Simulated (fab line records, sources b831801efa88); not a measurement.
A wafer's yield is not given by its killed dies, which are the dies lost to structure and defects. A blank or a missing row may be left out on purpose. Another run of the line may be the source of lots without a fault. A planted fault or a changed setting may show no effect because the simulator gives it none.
Which of the tools did it? + flow sky130 + at 1 step of a route of 708, 7 lots with 21 wafers sampled

== WHAT THE GAUGES SHOWED, per wafer ==
SKY_FIELD_ISO_CD_MEAS_13: the cd target is 150 nm.
| lot  | measured    | on        | cd-nm (nm)        |
|------|-------------|-----------|-------------------|
| L183 | day 2 11:17 | cd-sem-01 | 151.7 152.2 152.2 |
| L185 | day 2 23:05 | cd-sem-01 | 152.4 152.7 151.3 |
| L188 | day 3 13:26 | cd-sem-02 | 150.1 151.1 148.8 |
| L192 | day 4 09:23 | cd-sem-01 | 150.2 150.8 150.0 |
| L194 | day 4 18:16 | cd-sem-01 | 152.3 151.8 152.5 |
| L200 | day 6 01:50 | cd-sem-02 | 151.3 151.5 151.2 |
| L202 | day 6 14:05 | cd-sem-01 | 150.8 150.1 151.0 |

== EACH LOT AND THE TOOL THAT RAN IT (in order: tool; ch and the chambers of the sampled wafers; start) ==
Record: no process step prior to these readings.

== THE ANSWER, worked out from the rows above alone ==
Rule: the lots themselves supply what counts as usual. The widest of any qualifying gaps counts: lots, ordered by their means at a reading, are off when they make up no more than a third of the lots, leave a main group of 4 or more, and stand apart from it by 3 or more times the standard deviation of that group's means. Not used: any main group whose means are identical at the precision the tables above print for the reading. Also off: a lot with no number at a reading for which 4 or more lots have one. Any other lot the step has rows for is counted as sound.
Across all readings shown, no lot is off: no conclusion can be drawn from this.

== WHAT WAS PUT IN BY THE SIMULATOR ==
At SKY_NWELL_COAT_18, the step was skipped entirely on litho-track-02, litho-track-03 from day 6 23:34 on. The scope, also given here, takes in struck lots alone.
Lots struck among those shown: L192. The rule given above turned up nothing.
